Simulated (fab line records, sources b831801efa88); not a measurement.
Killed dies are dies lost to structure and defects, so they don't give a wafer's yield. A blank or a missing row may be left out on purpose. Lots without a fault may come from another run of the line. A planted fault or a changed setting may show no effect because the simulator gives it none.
A struck lot beside a sound one | flow sky130 | 34 steps out of a route of 708
Sound: wafers L991.2, L991.3, L991.5. Struck: wafers L100.1, L100.2, L100.4. The cause comes at the end.
At each step with rows: each side's tool, then ch and its chambers, then its first start. Under that, the readings that differ: sound wafers | struck wafers | difference of the means | sigmas: that difference in standard deviations of wafers without a fault.
alike: readings whose means differ by less than 2 such deviations, and words and numbers that are the same on both sides. not compared: withheld readings, readings that some wafer has no value for, bounds like >300 that may hide the same value, and numbers for which the record gives no deviation and whose values overlap.
The two part at a step that has a row with sigmas, a row that says differs or no value, or rows on one side only. Numbers that don't overlap but have no deviation are shown without sigmas and don't part them. A reading that every wafer of one side lacks parts them only if that side has two wafers or more.

first, 4 steps without rows for these wafers: SKY_VT_ADJUST_LVTN_SOFTBAKE_14 (time 60 s); SKY_VT_ADJUST_LVTN_EXPOSE_15 (exposes mask HVN STD DERIVED, target cd 600 nm); SKY_VT_ADJUST_LVTN_PEB_16; SKY_VT_ADJUST_LVTN_DEVELOP_17 (develop time 60 s).
SKY_VT_ADJUST_LVTN_OVL_MEAS_18:
  sound on overlay-01, day 9 04:14; struck on overlay-01, day 11 14:35
  alike: VT_ADJUST_LVTN_01_OVL
then, 1 step without rows for these wafers: SKY_VT_ADJUST_LVTN_IMPLANT_19.
SKY_VT_ADJUST_LVTN_STRIP_20: strips in O2/N2.
  sound on plasma_asher-02 ch 0,1, day 9 04:25; struck on plasma_asher-01 ch 0,1, day 11 14:47
  reading                     | sound       | struck      | difference | sigmas
  drypump_motor_current_A (A) | 5.1 4.8 4.8 | 5.9 6.7 6.7 | +1.5       | +2
  alike: oes_product_au, strip_time_to_endpoint_s
  not compared: rf_hours_counter_h
SKY_VT_ADJUST_LVTN_TW_MEAS_21:
  sound on film_metro-01, day 9 04:31; struck on film_metro-02, day 11 14:53
  alike: VT_ADJUST_LVTN_2_TW
then, 4 steps without rows for these wafers: SKY_VT_ADJUST_NCORE_DEHYDRATE_00 (time 60 s); SKY_VT_ADJUST_NCORE_HMDS_01 (prime time 60 s); SKY_VT_ADJUST_NCORE_COAT_02 (resist thk 1140 nm); SKY_VT_ADJUST_NCORE_SOFTBAKE_03 (time 60 s).
SKY_VT_ADJUST_NCORE_EXPOSE_04: exposes mask LVTN COMPLEMENT THIN, target cd 380 nm.
  sound on iline_stepper-02 ch 0, day 9 15:25; struck on iline_stepper-02 ch 0, day 12 02:20
  reading | sound                                                                | struck                  | difference | sigmas
  mask    | LVTN_COMPLEMENT_THIN#0 LVTN_COMPLEMENT_THIN#0 LVTN_COMPLEMENT_THIN#0 | HVTRM#0 HVTRM#0 HVTRM#0 | differs    |
  alike: exposure_dose_mJ_cm2
then, 2 steps without rows for these wafers: SKY_VT_ADJUST_NCORE_PEB_05; SKY_VT_ADJUST_NCORE_DEVELOP_06 (develop time 60 s).
SKY_VT_ADJUST_NCORE_CD_MEAS_07: target cd 380 nm.
  sound on cd_sem-01, day 10 02:00; struck on cd_sem-02, day 12 14:32
  reading    | sound             | struck | difference                    | sigmas
  cd_nm (nm) | 379.6 378.5 380.1 | - - -  | no value on the struck wafers |
SKY_VT_ADJUST_NCORE_OVL_MEAS_08:
  sound on overlay-01, day 10 02:06; struck on overlay-01, day 12 14:39
  reading                  | sound         | struck | difference                    | sigmas
  VT_ADJUST_NCORE_OVL (nm) | 0.4 -1.0 -0.5 | - - -  | no value on the struck wafers |
then, 1 step without rows for these wafers: SKY_VT_ADJUST_NCORE_IMPLANT_09.
SKY_VT_ADJUST_NCORE_STRIP_10: strips in O2/N2.
  sound on plasma_asher-04 ch 0,1, day 10 02:17; struck on plasma_asher-02 ch 0,1, day 12 14:50
  alike: drypump_motor_current_A, oes_product_au, strip_time_to_endpoint_s
  not compared: rf_hours_counter_h
SKY_VT_ADJUST_NCORE_TW_MEAS_11:
  sound on film_metro-02, day 10 02:23; struck on film_metro-03, day 12 14:56
  reading            | sound             | struck         | difference | sigmas
  VT_ADJUST_NCORE_TW | 218.5 219.0 218.9 | 29.7 29.6 29.7 | -189.1     | -76
then, 7 steps without rows for these wafers: SKY_VT_ADJUST_HVTR_DEHYDRATE_00 (time 60 s); SKY_VT_ADJUST_HVTR_HMDS_01 (prime time 60 s); SKY_VT_ADJUST_HVTR_COAT_02 (resist thk 1140 nm); SKY_VT_ADJUST_HVTR_SOFTBAKE_03 (time 60 s); SKY_VT_ADJUST_HVTR_EXPOSE_04 (exposes mask HVTRM, target cd 380 nm); SKY_VT_ADJUST_HVTR_PEB_05; SKY_VT_ADJUST_HVTR_DEVELOP_06 (develop time 60 s).
SKY_VT_ADJUST_HVTR_CD_MEAS_07: target cd 380 nm.
  sound on cd_sem-02, day 11 01:45; struck on cd_sem-01, day 13 16:34
  alike: cd_nm
SKY_VT_ADJUST_HVTR_OVL_MEAS_08:
  sound on overlay-01, day 11 01:52; struck on overlay-02, day 13 16:41
  alike: VT_ADJUST_HVTR_OVL
then, 1 step without rows for these wafers: SKY_VT_ADJUST_HVTR_IMPLANT_09.
SKY_VT_ADJUST_HVTR_STRIP_10: strips in O2/N2.
  sound on plasma_asher-04 ch 0,1, day 11 02:02; struck on plasma_asher-01 ch 0,1, day 13 16:52
  alike: drypump_motor_current_A, oes_product_au, strip_time_to_endpoint_s
  not compared: rf_hours_counter_h
SKY_VT_ADJUST_HVTR_TW_MEAS_11:
  sound on film_metro-03, day 11 02:09; struck on film_metro-03, day 13 16:58
  reading           | sound             | struck            | difference | sigmas
  VT_ADJUST_HVTR_TW | 208.5 208.8 209.4 | 259.5 260.3 260.8 | +51.3      | +39
then, 1 step without rows for these wafers: SKY_VT_ADJUST_PCH_DEHYDRATE_00 (time 60 s).
-- the record jumps here: 36 days lie between the struck wafers' starts before and after (it left off in module VT_ADJUST_PCH and takes up again in module PAD_OPEN, whose first step shown is number 708 of the route) --
SKY_PAD_OPEN_PROBE_99:
  sound on prober-02, day 47 06:37; struck on prober-01, day 49 05:37
  reading                                    | sound                         | struck                        | difference | sigmas
  killed_at_front_end                        | 15 16 15                      | 409 422 406                   | +397       | +83
  killed_dies                                | 102 107 90                    | 492 492 492                   | +392       | +36
  killed_on_rim                              | 16 26 13                      | 96 96 96                      | +78        | +18
  model.etest.pfet_16v.r_on_ohm_um           | 1.499e+04 1.506e+04 1.486e+04 | 1.848e+04 1.892e+04 1.889e+04 | +3.793e+03 |
  model.etest.nfet_16v.r_on_ohm_um           | 1.384e+04 1.382e+04 1.351e+04 | 1.113e+04 1.113e+04 1.114e+04 | -2.590e+03 |
  model.etest.pfet_g5v0d10v5.r_on_ohm_um     | 4777 4834 4742                | 6063 5984 6065                | +1253      |
  model.etest.tip_p.rs_ohm_sq                | 7007 6986 6985                | 7623 7657 7609                | +637       |
  model.etest.pfet_01v8.r_on_ohm_um          | 2988 2961 2999                | 3380 3300 3342                | +358       |
  model.etest.res_pwell_under_gate.rs_ohm_sq | 2266 2260 2276                | 2605 2592 2625                | +340       |
  model.etest.nfet_g5v0d10v5.r_on_ohm_um     | 1877 1879 1848                | 1602 1584 1597                | -274       |
  model.etest.tip_p_5v.rs_ohm_sq             | 2886 2895 2899                | 3117 3123 3112                | +224       |
  alike: killed_at_M0_to_M3, killed_at_M4_up, killed_at_contacts, killed_at_other, killed_open, killed_short

WHERE THEY PART
First at SKY_VT_ADJUST_LVTN_STRIP_20; last, within this record, at SKY_PAD_OPEN_PROBE_99.

WHY: what the simulator had put in
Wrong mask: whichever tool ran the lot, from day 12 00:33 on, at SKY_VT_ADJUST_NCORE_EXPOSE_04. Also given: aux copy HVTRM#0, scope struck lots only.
